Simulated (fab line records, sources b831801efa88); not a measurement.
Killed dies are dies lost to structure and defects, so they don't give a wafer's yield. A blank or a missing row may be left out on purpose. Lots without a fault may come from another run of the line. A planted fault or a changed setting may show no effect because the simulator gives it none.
One fault seen from 2 desks | flow sky130 | each desk has only its own numbers; what lay behind them comes last

THE METROLOGY DESK
What the gauges read, lot by lot, whatever tool the lot ran on: means of the sampled wafers that have a number. A lot is out of limits, marked OUT, if its mean lies more than 4 standard deviations from the usual mean; the brackets give that distance.
Columns: A = VIA4_OVL at SKY_VIA4_OVL_MEAS_11, usual -0.8 nm
lot  | first seen here | A
L888 | day 41 23:01    | -2.4
L889 | day 42 09:26    | -1.0
L901 | day 46 01:05    | -0.3
L902 | day 46 06:15    | 1.3
L903 | day 46 13:50    | -2.6
L909 | day 48 02:09    | -2.5
This desk's finding: nothing out of limits on any of the 6 lots.

THE TOOL OWNER'S DESK: pvd_sputter-02
The tool's own readings at SKY_VIA4_SPUTTER_17 (material TiN, target thk 20 nm, time 80 s): means of the sampled wafers that have a number, for each lot that ran on this tool. A lot is out of limits, marked OUT, if its mean lies more than 4 standard deviations from the usual mean; the brackets give that distance.
Columns: A = chamber_pressure_pa at SKY_VIA4_SPUTTER_17, usual 5.000 Pa; B = throttle_valve_pct at SKY_VIA4_SPUTTER_17, usual 30.0 %
lot  | first seen here | A               | B
L889 | day 42 10:11    | 5.003           | 30.4
L901 | day 46 01:47    | 4.565 (-45) OUT | 31.8
L902 | day 46 06:58    | 4.551 (-46) OUT | 31.3
This desk's finding: out of limits on L901, L902; first on L901, day 46 01:47 (chamber_pressure_pa at SKY_VIA4_SPUTTER_17). In limits: L889.

PUT TOGETHER
The tool owner's desk could have raised an alarm at day 46 01:47, on L901, L902.
The metrology desk saw nothing out of limits.
The metrology desk has L901, L902 on record, within its limits.
Of the lots named, all ran SKY_VIA4_SPUTTER_17 on pvd_sputter-02.

WHAT THE SIMULATOR HAD PUT IN
Process parameter drift: pvd_sputter-02, from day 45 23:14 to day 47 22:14, at SKY_VIA4_SPUTTER_17. Setting chamber_pressure_pa, moved by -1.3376, from 5. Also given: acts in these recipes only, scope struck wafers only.
Lots struck among those shown: L901, L902.
Hours from the fault's start to each desk's first reading out of limits: the tool owner's desk, 3.
